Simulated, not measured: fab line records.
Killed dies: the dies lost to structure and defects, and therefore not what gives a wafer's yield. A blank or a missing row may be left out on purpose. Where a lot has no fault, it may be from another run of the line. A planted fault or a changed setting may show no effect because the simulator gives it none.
What tool caused it? | flow sky130 | Sampling: 6 lots, 18 wafers, 2 of 708 route steps

== WHAT EACH GAUGE READ, for each wafer ==
SKY_LDD_LDN_TW_MEAS_13.
lot  | measured     | on            | LDD_LDN_TW
L330 | day 25 10:48 | film-metro-03 | 1478 1475 1477
L335 | day 27 02:13 | film-metro-02 | 1539 1529 1534
L337 | day 27 23:34 | film-metro-03 | 1547 1532 1540
L342 | day 29 11:42 | film-metro-01 | 1518 1505 1506
L345 | day 30 17:43 | film-metro-02 | 1465 1472 1480
L348 | day 31 03:10 | film-metro-02 | 1482 1483 1480

== WHICH TOOL RAN EACH LOT (tool, then ch and the chambers of the sampled wafers, then the start) ==
lot  | SKY_LDD_LDN_IMPLANT_11
L330 | implanter-01 ch 0, day 25 10:33
L335 | implanter-01 ch 0, day 27 01:59
L337 | implanter-01 ch 0, day 27 23:21
L342 | implanter-02 ch 0, day 29 11:27
L345 | implanter-01 ch 0, day 30 17:29
L348 | implanter-01 ch 0, day 31 02:56
- SKY_LDD_LDN_IMPLANT_11

== THE ANSWER, worked out from the rows above alone ==
Rule: what is usual is taken from the lots themselves. Put in order of their means at a reading, lots are off if they are a third of the lots or fewer, leave a main group of 4 or more, and stand apart from it by a gap of 3 or more times the standard deviation of the main group's means; of several such gaps the widest counts. Not used: any main group whose means are identical at the precision the tables above print for the reading. Also off: a lot with no number at a reading for which 4 or more lots have one. The other lots that the step has rows for count as sound.
None of the lots is off at any reading shown; this tells nothing.

== WHAT THE SIMULATOR HAD INSERTED ==
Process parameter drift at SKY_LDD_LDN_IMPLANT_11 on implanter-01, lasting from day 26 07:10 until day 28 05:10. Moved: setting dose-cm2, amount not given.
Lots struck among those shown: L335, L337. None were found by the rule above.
